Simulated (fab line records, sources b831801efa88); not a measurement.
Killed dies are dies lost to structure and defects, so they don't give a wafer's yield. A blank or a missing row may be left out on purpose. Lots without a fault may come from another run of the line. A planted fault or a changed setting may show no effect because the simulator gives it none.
fab line records | flow sky130
record lots=13 wafers=39 last_day=50
route steps=708 shown RES_XHIGH@336 METAL5@662 PAD_OPEN@708
lots that met no fault: from a run of the same line without faults
start_h: hours from the record's first day to the start of the lot's first wafer shown | wait_h: hours since the lot's step before | " the same as in the row above | L1.1+2: a row that stands for several wafers | - no value, or no start given | * or withheld: withheld | < > ~ a bound
route shown NAME@n: a module of which the file shows steps, and the number in the route of the first | usual: mean/standard deviation of fault-free wafers | same: alike in all rows | chamber/n: place in a boat | sites: the reading at each site | _std_site: their standard deviation | _edge_site: outer sites' mean less inner sites' | radius_mm: how far each site lies from the wafer's centre | mask NAME#n: copy n | behind: the tool/chamber that last shaped the wafer | hold: why the lot was held/for how many hours/how that ended | device: the transistor (n, p or np) that didn't switch | end of line: the same wafers' tests at the end of the route | a step without rows: its recipe alone | killed: dies lost to structure and defects at the first sort, not the wafer's yield | map: a wafer's dies, x killed, . not, _ none there
set.NAME: the setting as run; set.NAME@STEP: as run at that earlier step | model.NAME: the simulator's own value behind a step, which no gauge read
steps of the route over a sample of lots; a table a step, a row a wafer
services: from which hour (start_h, from the record's first day; less than 0 if before it) a tool's chamber was out of use, for how many hours, and why
## steps
# step SKY_RES_XHIGH_EXPOSE_04
# recipe mask_id=URPM na=0.6 source_shape=conventional sigma_outer=0.6 polarization=unpolarized target_cd_nm=1270 dose_mj=140
# usual stage_vel_mm_s=500.01/0.24
# columns lot.wafer tool chamber start_h wait_h mask stage_vel_mm_s
L627.1 iline_stepper-02 0 613.54 - URPM#0 500.00
L627.4 " 0 " " URPM#0 499.75
L627.6 " 0 " " URPM#0 500.15
L629.2 iline_stepper-02 0 635.52 - URPM#0 499.80
L629.3 " 0 " " URPM#0 499.41
L629.5 " 0 " " URPM#0 499.86
L631.1 iline_stepper-01 0 650.33 - URPM#0 499.91
L631.2 " 0 " " URPM#0 499.87
L631.4 " 0 " " URPM#0 499.86
L632.2 iline_stepper-01 0 662.81 - URPM#0 499.90
L632.3 " 0 " " URPM#0 500.18
L632.4 " 0 " " URPM#0 500.36
L633.1 iline_stepper-01 0 675.44 - URPM#0 499.97
L633.3 " 0 " " URPM#0 499.50
L633.5 " 0 " " URPM#0 499.57
L634.4 iline_stepper-02 0 678.07 - URPM#0 499.97
L634.5 " 0 " " URPM#0 499.94
L634.6 " 0 " " URPM#0 499.98
L635.2 iline_stepper-02 0 682.17 - URPM#0 499.85
L635.4 " 0 " " URPM#0 500.02
L635.6 " 0 " " URPM#0 499.65
L636.1 iline_stepper-01 0 688.15 - URPM#0 499.89
L636.3 " 0 " " URPM#0 499.92
L636.5 " 0 " " URPM#0 499.78
L638.2 iline_stepper-01 0 705.86 - URPM#0 500.03
L638.4 " 0 " " URPM#0 500.44
L638.5 " 0 " " URPM#0 499.99
L639.4 iline_stepper-01 0 717.85 - URPM#0 499.80
L639.5 " 0 " " URPM#0 500.10
L639.6 " 0 " " URPM#0 500.01
L640.1 iline_stepper-01 0 723.09 - URPM#0 500.04
L640.3 " 0 " " URPM#0 499.92
L640.6 " 0 " " URPM#0 499.89
L645.3 iline_stepper-01 0 760.46 - URPM#0 499.98
L645.4 " 0 " " URPM#0 499.48
L645.6 " 0 " " URPM#0 500.21
L647.1 iline_stepper-01 0 779.02 - URPM#0 500.28
L647.4 " 0 " " URPM#0 500.42
L647.6 " 0 " " URPM#0 500.27
# step SKY_METAL5_SPUTTER_01
# recipe material=TiN target_thk_nm=20 power_w=6500 time_s=16.7 chamber_pressure_pa=0.4
# usual throttle_valve_pct=30.0/1.2
# columns lot.wafer tool chamber start_h wait_h throttle_valve_pct
L627.1 pvd_sputter-03 - 1013.58 0.0 28.2
L627.4 " - " " 31.6
L627.6 " - " " 30.9
L629.2 pvd_sputter-04 - 1033.09 0.0 30.6
L629.3 " - " " 30.0
L629.5 " - " " 29.9
L631.1 pvd_sputter-03 - 1046.07 0.0 28.3
L631.2 " - " " 31.2
L631.4 " - " " 31.5
L632.2 pvd_sputter-01 - 1055.47 0.0 26.3
L632.3 " - " " 29.3
L632.4 " - " " 29.3
L633.1 pvd_sputter-04 - 1063.12 0.0 30.6
L633.3 " - " " 30.0
L633.5 " - " " 29.2
L634.4 pvd_sputter-03 - 1064.86 0.0 28.3
L634.5 " - " " 31.8
L634.6 " - " " 31.0
L635.2 pvd_sputter-04 - 1069.60 0.0 30.7
L635.4 " - " " 30.8
L635.6 " - " " 29.9
L636.1 pvd_sputter-03 - 1074.05 0.0 31.5
L636.3 " - " " 31.1
L636.5 " - " " 31.7
L638.2 pvd_sputter-04 - 1086.93 0.0 29.4
L638.4 " - " " 30.8
L638.5 " - " " 30.0
L639.4 pvd_sputter-01 - 1093.63 0.0 29.9
L639.5 " - " " 29.4
L639.6 " - " " 29.9
L640.1 pvd_sputter-04 - 1096.90 0.0 29.6
L640.3 " - " " 30.6
L640.6 " - " " 29.8
L645.3 pvd_sputter-04 - 1128.22 0.0 30.6
L645.4 " - " " 29.4
L645.6 " - " " 29.3
L647.1 pvd_sputter-01 - 1141.32 0.0 29.1
L647.4 " - " " 29.7
L647.6 " - " " 29.1
# step SKY_METAL5_RS_MEAS_05
# recipe thk_meas_gauge=four-point-probe reads=TiN_of_METAL5_SPUTTER_04+Ti_of_METAL5_SPUTTER_03+AlCu_of_METAL5_SPUTTER_02+TiN_of_METAL5_SPUTTER_01+Ti_of_METAL5_SPUTTER_00
# usual METAL5_ALCU_RS=0.0270/0.00032
# columns lot.wafer tool chamber start_h wait_h METAL5_ALCU_RS[ohm/sq]
L627.1 film_metro-03 - 1013.72 0.0 0.0268
L627.4 " - " " 0.0271
L627.6 " - " " 0.0267
L629.2 film_metro-03 - 1033.25 0.0 0.0272
L629.3 " - " " 0.0273
L629.5 " - " " 0.0273
L631.1 film_metro-04 - 1046.21 0.0 0.0266
L631.2 " - " " 0.0261
L631.4 " - " " 0.0265
L632.2 film_metro-04 - 1055.64 0.0 0.0277
L632.3 " - " " 0.0275
L632.4 " - " " 0.0276
L633.1 film_metro-03 - 1063.26 0.0 0.0270
L633.3 " - " " 0.0272
L633.5 " - " " 0.0270
L634.4 film_metro-04 - 1065.06 0.1 0.0267
L634.5 " - " " 0.0267
L634.6 " - " " 0.0263
L635.2 film_metro-04 - 1069.76 0.0 0.0267
L635.4 " - " " 0.0265
L635.6 " - " " 0.0269
L636.1 film_metro-04 - 1074.19 0.0 0.0272
L636.3 " - " " 0.0271
L636.5 " - " " 0.0271
L638.2 film_metro-04 - 1087.09 0.0 0.0273
L638.4 " - " " 0.0269
L638.5 " - " " 0.0273
L639.4 film_metro-04 - 1093.83 0.1 0.0269
L639.5 " - " " 0.0274
L639.6 " - " " 0.0266
L640.1 film_metro-01 - 1097.04 0.0 0.0268
L640.3 " - " " 0.0268
L640.6 " - " " 0.0270
L645.3 film_metro-01 - 1128.41 0.1 0.0266
L645.4 " - " " 0.0269
L645.6 " - " " 0.0269
L647.1 film_metro-03 - 1141.46 0.0 0.0272
L647.4 " - " " 0.0269
L647.6 " - " " 0.0269
# step SKY_METAL5_METAL_ETCH_15
# recipe target_depth_a=12600 stop_on=SiO2 over_etch_frac=0.2 time_s=252 chemistry=Cl2/BCl3 resist_sidewall_deg=86 pressure_mtorr=10 icp_w=900 bias_w=48.5 Cl2_flow_sccm=60 bcl3_flow_sccm=30
# usual drypump_motor_current_A=5.9/0.42 mfc_cl2_sccm=60.01/0.22 oes_product_au=0.894/0.0047 throttle_valve_pct=22.265/0.0093
# columns lot.wafer tool chamber start_h wait_h drypump_motor_current_A mfc_cl2_sccm oes_product_au rf_hours_counter_h throttle_valve_pct
L627.1 rie_metal-01 1 1035.67 0.0 5.6 59.88 0.894 7 22.272
L627.4 " 0 " " 6.1 60.09 0.890 - 22.262
L627.6 " 0 " " 6.1 59.84 0.892 - 22.258
L629.2 rie_metal-02 0 1056.29 0.1 5.8 59.81 0.892 - 22.259
L629.3 " 0 " " 5.8 60.09 0.903 - 22.274
L629.5 " 0 " " 5.8 59.81 0.890 - 22.262
L631.1 rie_metal-02 0 1067.35 0.1 5.8 60.09 0.896 10 22.257
L631.2 " 0 " " 5.8 60.20 0.898 - 22.277
L631.4 " 0 " " 5.9 59.99 0.895 - 22.276
L632.2 rie_metal-02 1 1077.08 0.0 5.5 59.86 0.893 0 22.253
L632.3 " 0 " " 5.8 59.65 0.891 - 22.266
L632.4 " 1 " " 5.5 59.82 0.892 - 22.270
L633.1 rie_metal-04 1 1084.48 0.0 5.6 60.43 0.901 16 22.258
L633.3 " 1 " " 5.6 60.28 0.896 - 22.263
L633.5 " 1 " " 5.6 59.98 0.890 - 22.254
L634.4 rie_metal-02 1 1085.90 0.1 5.5 59.98 0.889 - 22.260
L634.5 " 1 " " 5.5 59.89 0.894 - 22.254
L634.6 " 0 " " 5.8 60.13 0.892 - 22.258
L635.2 rie_metal-02 1 1090.48 0.0 5.5 59.84 0.894 1 22.263
L635.4 " 0 " " 5.9 59.95 0.888 - 22.262
L635.6 " 1 " " 5.4 60.12 0.886 - 22.269
L636.1 rie_metal-01 0 1094.73 0.0 6.1 60.16 0.901 18 22.260
L636.3 " 0 " " 6.1 60.07 0.894 - 22.271
L636.5 " 1 " " 5.6 59.99 0.891 - 22.248
L638.2 rie_metal-04 1 1107.73 0.0 5.6 59.90 0.893 18 22.275
L638.4 " 0 " " 6.8 59.77 0.895 - 22.254
L638.5 " 0 " " 6.8 59.85 0.892 - 22.279
L639.4 rie_metal-01 1 1113.45 0.1 5.6 60.03 0.900 - 22.281
L639.5 " 0 " " 6.1 60.35 0.895 - 22.289
L639.6 " 1 " " 5.6 59.91 0.886 - 22.259
L640.1 rie_metal-01 0 1116.98 0.0 6.1 60.09 0.896 19 22.279
L640.3 " 0 " " 6.1 59.87 0.898 - 22.261
L640.6 " 0 " " 6.1 59.75 0.891 - 22.259
L645.3 rie_metal-02 1 1147.75 0.1 5.5 60.14 0.892 - 22.240
L645.4 " 0 " " 5.8 59.99 0.896 - 22.260
L645.6 " 1 " " 5.5 60.11 0.899 - 22.270
L647.1 rie_metal-04 0 1159.32 0.0 6.8 60.24 0.894 19 22.265
L647.4 " 0 " " 6.8 60.35 0.901 - 22.269
L647.6 " 0 " " 6.8 60.03 0.899 - 22.269
# step SKY_PAD_OPEN_PROBE_99
# usual killed_at_M0_to_M3=43/6.8 killed_at_M4_up=3.3/2.1 killed_at_contacts=24/5 killed_at_front_end=15/4.4 killed_at_other=0.3/0.57 killed_dies=86/9.7 killed_on_rim=17/3.6 killed_open=47/7.3 killed_short=39/6.1
# same gross_dies=492 killed_at_back_side=0
# columns lot.wafer tool chamber start_h wait_h hold killed_at_M0_to_M3 killed_at_M4_up killed_at_contacts killed_at_front_end killed_at_other killed_dies killed_on_rim killed_open killed_short
L627.1 prober-01 - 1082.90 0.1 - 41 2 22 8 1 74 14 31 43
L627.4 prober-01 - 1083.05 0.2 - 39 5 28 16 1 89 14 53 34
L627.6 prober-01 - 1083.15 0.2 - 35 4 30 11 0 80 20 47 33
L634.4 prober-02 - 1130.16 0.2 - 62 3 24 9 0 98 16 65 33
L634.5 prober-02 - 1130.21 0.2 - 44 0 21 14 0 79 19 41 34
L634.6 prober-02 - 1130.26 0.2 - 48 0 26 11 0 85 18 47 38
L636.1 prober-02 - 1137.16 0.1 - 39 5 26 15 2 87 23 50 36
L636.3 prober-02 - 1137.26 0.2 - 49 0 32 16 0 97 15 61 36
L636.5 prober-02 - 1137.36 0.2 - 59 3 26 16 1 105 23 57 48
L639.4 prober-01 - 1154.90 0.2 - 54 3 27 8 0 92 14 43 49
L639.5 prober-01 - 1154.95 0.2 - 32 3 35 20 0 90 12 45 45
L639.6 prober-01 - 1155.00 0.2 - 49 3 26 7 1 86 18 49 35
L645.3 prober-02 - 1185.34 0.2 await_dispo/10.4h/release 44 1 20 19 73 157 36 49 35
L645.4 prober-02 - 1185.39 0.2 await_dispo/10.4h/release 30 5 19 13 75 142 30 37 30
L645.6 prober-02 - 1185.49 0.2 await_dispo/10.4h/release 43 8 19 22 57 149 33 49 43
L647.1 prober-01 - 1195.15 0.1 await_dispo/6.1h/release 44 1 25 13 60 143 25 42 40
L647.4 prober-01 - 1195.30 0.2 await_dispo/6.1h/release 43 8 20 10 77 158 32 47 32
L647.6 prober-01 - 1195.40 0.2 await_dispo/6.1h/release 45 1 29 24 54 153 30 57 43
# killed by level:class
L627.1 CONTACT:geometric_particle:open=9 VIA3:geometric_particle:open=9 METAL1:geometric_particle:short=7 METAL2:geometric_particle:short=6 VIA1:geometric_particle:short=5 VIA1:geometric_particle:open=5 VIA3:geometric_particle:short=4 FIELD_ISO:geometric_particle:short=3
L627.4 VIA1:geometric_particle:open=13 CONTACT:geometric_particle:open=9 VIA2:geometric_particle:open=8 LI_CONTACT:geometric_particle:open=7 SPACER:geometric_particle:open=5 METAL1:geometric_particle:short=5 METAL4:geometric_particle:short=5 CONTACT:geometric_particle:short=4
L627.6 CONTACT:geometric_particle:open=10 LI_CONTACT:geometric_particle:open=8 VIA1:geometric_particle:open=7 CONTACT:geometric_particle:short=6 VIA3:geometric_particle:open=5 METAL2:geometric_particle:short=4 VIA2:geometric_particle:open=4 FIELD_ISO:geometric_particle:short=3
L634.4 VIA2:geometric_particle:open=15 VIA1:geometric_particle:open=11 LI_CONTACT:geometric_particle:open=8 VIA3:geometric_particle:open=8 CONTACT:geometric_particle:open=7 METAL1:geometric_particle:short=7 CONTACT:geometric_particle:short=5 METAL2:geometric_particle:short=5
L634.5 VIA1:geometric_particle:open=12 VIA2:geometric_particle:open=12 CONTACT:geometric_particle:open=7 LOCAL_INTERCONNECT:geometric_particle:short=5 CONTACT:geometric_particle:short=5 VIA2:geometric_particle:short=5 METAL1:geometric_particle:short=4 POLY_GATE:area_etch=4
L634.6 METAL1:geometric_particle:short=11 VIA2:geometric_particle:open=11 CONTACT:geometric_particle:open=8 VIA1:geometric_particle:open=8 LOCAL_INTERCONNECT:geometric_particle:short=7 FIELD_ISO:geometric_particle:open=6 LI_CONTACT:geometric_particle:open=5 METAL2:geometric_particle:short=5
L636.1 LI_CONTACT:geometric_particle:open=11 CONTACT:geometric_particle:open=8 METAL2:geometric_particle:short=7 VIA2:geometric_particle:open=7 VIA1:geometric_particle:open=6 FIELD_ISO:geometric_particle:open=5 VIA1:geometric_particle:short=4 FIELD_ISO:geometric_particle:short=4
L636.3 LI_CONTACT:geometric_particle:open=12 CONTACT:geometric_particle:open=9 METAL2:geometric_particle:short=9 VIA3:geometric_particle:open=8 VIA2:geometric_particle:open=8 VIA1:geometric_particle:open=7 FIELD_ISO:geometric_particle:open=5 VIA2:geometric_particle:short=4
L636.5 VIA1:geometric_particle:open=12 CONTACT:geometric_particle:open=9 VIA3:geometric_particle:open=9 FIELD_ISO:geometric_particle:open=6 METAL3:geometric_particle:short=6 VIA2:geometric_particle:short=6 METAL2:geometric_particle:open=6 METAL2:geometric_particle:short=6
L639.4 METAL2:geometric_particle:short=10 METAL1:geometric_particle:short=9 VIA2:geometric_particle:open=7 LI_CONTACT:geometric_particle:open=6 VIA1:geometric_particle:open=6 LOCAL_INTERCONNECT:geometric_particle:short=5 LOCAL_INTERCONNECT:geometric_particle:open=5 METAL1:geometric_particle:open=5
L639.5 LOCAL_INTERCONNECT:geometric_particle:short=10 CONTACT:geometric_particle:open=8 LI_CONTACT:geometric_particle:open=8 VIA1:geometric_particle:open=7 FIELD_ISO:geometric_particle:open=6 POLY_GATE:geometric_particle:open=6 VIA1:geometric_particle:short=5 CONTACT:geometric_particle:short=5
L639.6 VIA3:geometric_particle:open=12 LI_CONTACT:geometric_particle:open=9 VIA2:geometric_particle:open=9 LOCAL_INTERCONNECT:geometric_particle:short=6 METAL1:geometric_particle:short=6 CONTACT:geometric_particle:open=5 CONTACT:geometric_particle:short=4 VIA3:geometric_particle:short=4
L645.3 RES_XHIGH:overlay=73 VIA1:geometric_particle:open=15 CONTACT:geometric_particle:open=8 POLY_GATE:geometric_particle:open=7 FIELD_ISO:geometric_particle:short=5 METAL2:geometric_particle:short=5 LOCAL_INTERCONNECT:geometric_particle:short=4 CONTACT:geometric_particle:short=4
L645.4 RES_XHIGH:overlay=75 VIA1:geometric_particle:open=8 LI_CONTACT:geometric_particle:open=5 CONTACT:geometric_particle:open=5 METAL1:geometric_particle:short=5 POLY_GATE:geometric_particle:open=4 LOCAL_INTERCONNECT:geometric_particle:short=4 VIA3:geometric_particle:open=4
L645.6 RES_XHIGH:overlay=57 FIELD_ISO:geometric_particle:short=8 VIA1:geometric_particle:open=8 VIA3:geometric_particle:open=8 METAL4:geometric_particle:short=7 LI_CONTACT:geometric_particle:open=6 CONTACT:geometric_particle:open=6 VIA2:geometric_particle:open=6
L647.1 RES_XHIGH:overlay=60 CONTACT:geometric_particle:open=8 VIA2:geometric_particle:open=8 METAL2:geometric_particle:short=7 METAL1:geometric_particle:short=6 LOCAL_INTERCONNECT:geometric_particle:short=6 VIA1:geometric_particle:open=6 POLY_GATE:geometric_particle:open=5
L647.4 RES_XHIGH:overlay=77 VIA1:geometric_particle:open=12 CONTACT:geometric_particle:open=11 METAL4:geometric_particle:short=6 VIA3:geometric_particle:open=6 METAL1:geometric_particle:short=4 VIA2:geometric_particle:open=4 METAL2:geometric_particle:open=3
L647.6 RES_XHIGH:overlay=53 CONTACT:geometric_particle:open=10 VIA1:geometric_particle:open=10 METAL3:geometric_particle:short=8 VIA3:geometric_particle:open=7 FIELD_ISO:geometric_particle:open=6 CONTACT:geometric_particle:short=6 POLY_GATE:geometric_particle:open=5
## services
# columns tool chamber start_h hours kind
rie_metal-01 1 613.93 10.6 repair
iline_stepper-02 - 620.95 0.7 repair
pvd_sputter-04 - 623.18 1.7 repair
iline_stepper-02 - 625.35 1.7 pm
rie_metal-02 0 658.36 8.4 repair
pvd_sputter-03 - 685.14 5.6 repair
iline_stepper-02 - 686.11 12.5 repair
iline_stepper-02 - 698.59 28.9 pm
rie_metal-02 - 708.96 0.3 repair
iline_stepper-01 - 710.64 5.6 repair
iline_stepper-01 - 737.67 1.7 pm
pvd_sputter-04 - 833.94 1.9 repair
pvd_sputter-04 - 876.63 1.0 repair
iline_stepper-01 - 914.34 9.5 repair
pvd_sputter-04 - 927.67 9.4 repair
pvd_sputter-04 - 945.56 3.0 repair
iline_stepper-01 - 954.11 2.1 pm
iline_stepper-01 - 956.19 1.7 pm
iline_stepper-01 - 987.54 6.8 repair
pvd_sputter-04 - 1001.84 2.2 repair
rie_metal-02 - 1100.26 0.9 repair
iline_stepper-01 - 1133.71 4.3 pm
rie_metal-02 - 1148.13 2.1 repair
pvd_sputter-04 - 1158.40 1.1 repair
## key
first_sign step=SKY_PAD_OPEN_PROBE_99 reading=killed_at_other direction=up sigmas=66 usual=0.3 struck=66
effect step=SKY_PAD_OPEN_PROBE_99 reading=killed_dies direction=up sigmas=6.6 usual=86 struck=150
more_kills_born_at SKY_RES_XHIGH_EXPOSE_04@iline_stepper-01=395
met_at SKY_RES_XHIGH_EXPOSE_04
struck_lots L645,L647
tester_left_out L645,L647
not_acting_at SKY_METAL5_SPUTTER_01,SKY_METAL5_RS_MEAS_05,SKY_METAL5_METAL_ETCH_15
onset_between 723.09 760.46
also_fits time
fault kind=scanner_matching_overlay tool=iline_stepper-01 chamber=- onset_h=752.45 steps=SKY_RES_XHIGH_EXPOSE_04 offset=305.66
# tester_left_out: of these lots the tester's yield and bins aren't shown, on N5 and GAA mostly nor the transistor test; their killed dies are dies lost to structure and defects alone, not to doping, threshold or leakage, so they don't give the yield
